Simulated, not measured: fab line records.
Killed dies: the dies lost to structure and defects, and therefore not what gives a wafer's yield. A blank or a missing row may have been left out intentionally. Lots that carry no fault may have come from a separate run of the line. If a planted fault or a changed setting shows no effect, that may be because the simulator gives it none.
Problem report in the 8D (eight disciplines) form, filled by code / flow sky130 / the parts of the form that need people (team, actions taken, sign-off) are left out

## 1. THE ISSUE
At SKY_LDD_N_IMPLANT_10, dose ions cm2 averages 8.327e+13 over 6 wafers from 2 lots, while fault-free wafers read 7.501e+13, standard deviation 6.8e+10. That is +99 or more standard deviations from the usual mean.
Seen first at day 21 00:05 on implanter-03, wafer L780.3. Wafers with a number at this step in the record: 39, from 13 lots. The rule behind "out" and "out of limits": a value lying over 4 standard deviations away from the usual mean. The rest of the wafers with a number are treated as sound.

## 2. WHAT IT IS, WHAT IT ISN'T
question=which readings at this step | is=dose ions cm2 | is not=-
question=which lots | is=L780, L781 | is not=L772, L773, L774, L775, L776, L777, L787, L791, L792, L794, L795
question=which wafers of those lots | is=all that have a number | is not=-
question=read on which tools | is=implanter-03 | is not=implanter-01, implanter-02
question=when | is=from day 21 00:05 | is not=up to then (18 sound wafers); but 15 sound wafers of L787, L791, L792, L794, L795 came after

## 3. SUSPECTS, AND WHAT RULES EACH OUT
Counting: any tool at a process step up to the reading is kept as a suspect provided that every lot that is out went through it and no sound lot did after the first of them.
- implanter-03 at SKY_LDD_N_IMPLANT_10: ruled out as a lasting fault. After its first lot that is out, L780 (day 21 00:05), sound lots L791, L794 ran on it.
Left after counting: nothing in the record.

## 4. THE CAUSE (what the simulator had put in)
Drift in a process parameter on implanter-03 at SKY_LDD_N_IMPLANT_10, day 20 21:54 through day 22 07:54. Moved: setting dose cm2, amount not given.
Counting ruled it out, wrongly.

## 5. THE CHAIN OF EFFECTS, in route order
Each row: a reading whose mean over the struck wafers that have a number lies more than 3 standard deviations from the usual. Only readings for which the record gives a usual standard deviation are gone through. hours: the time from each lot's start at the first step in this table that gives one to its start at this step, as a median over the lots. sigmas: the change in usual standard deviations.
hours=0; step=SKY_LDD_N_IMPLANT_10; reading=dose ions cm2; usual=7.501e+13; on struck wafers=8.327e+13; change=+8.260e+12; sigmas=+99 or more
hours=0; step=SKY_LDD_N_IMPLANT_10; reading=faraday current uA; usual=422; on struck wafers=463; change=+41; sigmas=+4.5
The process steps in it:
- SKY_LDD_N_IMPLANT_10

## 6. WHAT WOULD HAVE CAUGHT IT SOONER
The fault began at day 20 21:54; the first out-of-limits reading in this record came at day 21 00:05, 2 hours later.
